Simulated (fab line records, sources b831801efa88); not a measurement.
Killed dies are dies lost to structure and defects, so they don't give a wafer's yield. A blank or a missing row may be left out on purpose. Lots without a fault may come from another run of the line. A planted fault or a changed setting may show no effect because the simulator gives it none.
Which tool did it? | flow sfq_line | 16 lots, 48 wafers sampled, at 4 steps of a route of 325

WHAT THE GAUGES READ, wafer by wafer
SFQ_I4_OVL_MEAS_928.
lot  | measured     | on         | I4_OVL (nm)
L493 | day 44 12:58 | overlay-01 | 10 6 4
L494 | day 44 15:04 | overlay-02 | -11 0 -5
L495 | day 44 16:48 | overlay-02 | 6 7 5
L497 | day 44 21:40 | overlay-02 | 2 0 2
L498 | day 51 22:54 | overlay-02 | 89 93 91
L499 | day 52 01:18 | overlay-01 | 88 86 85
L500 | day 52 04:51 | overlay-02 | 96 92 96
L501 | day 52 08:27 | overlay-02 | 101 99 97
L507 | day 53 07:50 | overlay-01 | 10 8 3
L508 | day 53 16:50 | overlay-01 | 1 -4 -3
L510 | day 57 15:07 | overlay-01 | -6 -7 3
L511 | day 60 11:46 | overlay-02 | 8 1 4
L512 | day 60 15:22 | overlay-02 | 2 3 3
L513 | day 60 21:22 | overlay-02 | 2 1 3
L514 | day 61 16:59 | overlay-01 | 9 8 9
L515 | day 71 10:43 | overlay-02 | 5 4 7

WHICH TOOL RAN EACH LOT (tool, then ch and the chambers of the sampled wafers, then the start)
lot  | SFQ_TRILAYER_M3_STRIP_STRIP_079   | SFQ_TRILAYER_I3_VIA_ETCH_VIA_ETCH_088 | SFQ_TRILAYER_I4_VIA_LITHO_EXPOSE_104
L493 | rie_metal-03 ch 0,1, day 38 03:47 | rie_diel-02 ch 0,2,3, day 40 02:24    | krf_scanner-02 ch 0, day 44 11:51
L494 | rie_metal-03 ch 0,1, day 38 11:22 | rie_diel-02 ch 0,1, day 40 06:00      | krf_scanner-02 ch 0, day 44 13:46
L495 | rie_metal-02 ch 0,1, day 38 23:55 | rie_diel-04 ch 1,2,3, day 40 09:36    | krf_scanner-02 ch 0, day 44 15:30
L497 | rie_metal-04 ch 0, day 39 18:09   | rie_diel-03 ch 1,2, day 40 15:36      | krf_scanner-02 ch 0, day 44 20:22
L498 | rie_metal-02 ch 1, day 39 23:20   | rie_diel-02 ch 0,3, day 46 07:17      | krf_scanner-02 ch 0, day 51 21:36
L499 | rie_metal-03 ch 0,1, day 40 08:33 | rie_diel-04 ch 0,2,3, day 46 08:36    | krf_scanner-02 ch 0, day 51 23:48
L500 | rie_metal-02 ch 0, day 40 12:09   | rie_diel-02 ch 0,1, day 46 09:48      | krf_scanner-02 ch 0, day 52 03:21
L501 | rie_metal-04 ch 1, day 40 17:20   | rie_diel-03 ch 0,1, day 46 11:00      | krf_scanner-02 ch 0, day 52 07:09
L507 | rie_metal-03 ch 0,1, day 47 10:08 | rie_diel-02 ch 0,1,3, day 48 00:59    | krf_scanner-01 ch 0, day 53 06:44
L508 | rie_metal-04 ch 0,1, day 47 11:08 | rie_diel-04 ch 0,2,3, day 53 04:30    | krf_scanner-01 ch 0, day 53 15:31
L510 | rie_metal-04 ch 0,1, day 47 13:32 | rie_diel-03 ch 2,3, day 53 10:30      | krf_scanner-01 ch 0, day 57 13:37
L511 | rie_metal-04 ch 0,1, day 54 13:53 | rie_diel-02 ch 0,1,3, day 54 23:11    | krf_scanner-01 ch 0, day 60 10:16
L512 | rie_metal-03 ch 0,1, day 54 16:17 | rie_diel-03 ch 0,1,2, day 55 01:26    | krf_scanner-01 ch 0, day 60 14:04
L513 | rie_metal-04 ch 0,1, day 54 19:53 | rie_diel-03 ch 0,1,2, day 55 06:14    | krf_scanner-01 ch 0, day 60 19:52
L514 | rie_metal-02 ch 0,1, day 55 11:29 | rie_diel-03 ch 1,2, day 55 23:10      | krf_scanner-01 ch 0, day 61 15:41
L515 | rie_metal-02 ch 0,1, day 55 21:17 | rie_diel-04 ch 0,1, day 61 02:57      | krf_scanner-01 ch 0, day 71 09:37
- SFQ_TRILAYER_M3_STRIP_STRIP_079: strips in O2.
- SFQ_TRILAYER_I3_VIA_ETCH_VIA_ETCH_088: etches SiO2 in CHF3, stops on Nb, target depth 260 nm.
- SFQ_TRILAYER_I4_VIA_LITHO_EXPOSE_104: exposes mask I4, target cd 700 nm.

WHAT THE TOOLS THEMSELVES READ (means of the sampled wafers that have a number; where no wafer has one, the mark that the record gives instead)
SFQ_TRILAYER_M3_STRIP_STRIP_079.
lot  | tool         | drypump_motor_current_A (A) | oes_product_au (a.u.)
L493 | rie_metal-03 | 5.9                         | 1.000
L494 | rie_metal-03 | 5.9                         | 1.007
L495 | rie_metal-02 | 5.9                         | 0.997
L497 | rie_metal-04 | 5.9                         | 0.995
L498 | rie_metal-02 | 6.5                         | 0.999
L499 | rie_metal-03 | 5.8                         | 1.000
L500 | rie_metal-02 | 5.6                         | 1.003
L501 | rie_metal-04 | 5.4                         | 0.996
L507 | rie_metal-03 | 5.8                         | 1.003
L508 | rie_metal-04 | 5.6                         | 0.988
L510 | rie_metal-04 | 5.6                         | 0.999
L511 | rie_metal-04 | 5.6                         | 1.001
L512 | rie_metal-03 | 5.8                         | 1.000
L513 | rie_metal-04 | 5.5                         | 0.990
L514 | rie_metal-02 | 6.2                         | 0.999
L515 | rie_metal-02 | 5.9                         | 1.001

SFQ_TRILAYER_I3_VIA_ETCH_VIA_ETCH_088.
lot  | tool        | drypump_motor_current_A (A) | oes_product_au (a.u.)
L493 | rie_diel-02 | 5.7                         | 0.860
L494 | rie_diel-02 | 5.7                         | 0.854
L495 | rie_diel-04 | 6.1                         | 0.853
L497 | rie_diel-03 | 6.3                         | 0.855
L498 | rie_diel-02 | 5.3                         | 0.854
L499 | rie_diel-04 | 6.0                         | 0.853
L500 | rie_diel-02 | 5.7                         | 0.855
L501 | rie_diel-03 | 6.3                         | 0.859
L507 | rie_diel-02 | 5.4                         | 0.857
L508 | rie_diel-04 | 6.0                         | 0.854
L510 | rie_diel-03 | 6.3                         | 0.853
L511 | rie_diel-02 | 5.4                         | 0.853
L512 | rie_diel-03 | 6.4                         | 0.854
L513 | rie_diel-03 | 6.4                         | 0.855
L514 | rie_diel-03 | 6.2                         | 0.848
L515 | rie_diel-04 | 6.0                         | 0.859

SFQ_TRILAYER_I4_VIA_LITHO_EXPOSE_104.
lot  | tool           | exposure_dose_mJ_cm2
L493 | krf_scanner-02 | 21.287
L494 | krf_scanner-02 | 21.276
L495 | krf_scanner-02 | 21.286
L497 | krf_scanner-02 | 21.317
L498 | krf_scanner-02 | 21.308
L499 | krf_scanner-02 | 21.284
L500 | krf_scanner-02 | 21.310
L501 | krf_scanner-02 | 21.299
L507 | krf_scanner-01 | 21.293
L508 | krf_scanner-01 | 21.306
L510 | krf_scanner-01 | 21.312
L511 | krf_scanner-01 | 21.298
L512 | krf_scanner-01 | 21.285
L513 | krf_scanner-01 | 21.305
L514 | krf_scanner-01 | 21.291
L515 | krf_scanner-01 | 21.278

THE ANSWER, worked out from the rows above alone
Rule: what is usual is taken from the lots themselves. Put in order of their means at a reading, lots are off if they are a third of the lots or fewer, leave a main group of 4 or more, and stand apart from it by a gap of 3 or more times the standard deviation of the main group's means; of several such gaps the widest counts. A main group whose means are all the same, to the digits that the tables above print for the reading, isn't used. A lot without any number at a reading at which 4 lots or more have one is off too. The other lots that the step has rows for count as sound. The gauges are gone through in route order, then the tools' own readings, and for those a lot's mean is taken as printed above. The first step at which some lot is off is used, and at that step the reading that is off furthest; a lot without a number counts as furthest.
Off: L498, L499, L500, L501, at SFQ_I4_OVL_MEAS_928 (I4_OVL). The main group: mean 3 nm, standard deviation 4.2.
A tool fits if, at a process step before that reading, it ran every lot that is off, and no sound lot after the first of them. The gauges at SFQ_I4_OVL_MEAS_928 are tried like those tools. One fits: krf_scanner-02 at SFQ_TRILAYER_I4_VIA_LITHO_EXPOSE_104. Its last sound lot is L497 (day 44 20:22), its first lot that is off L498 (day 51 21:36): a fault that began between those two fits.

WHAT THE SIMULATOR HAD PUT IN
Scanner matching overlay: krf_scanner-02, from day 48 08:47 on, at SFQ_TRILAYER_I4_VIA_LITHO_EXPOSE_104. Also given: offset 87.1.
Lots struck among those shown: L498, L499, L500, L501. The rule above found the same.
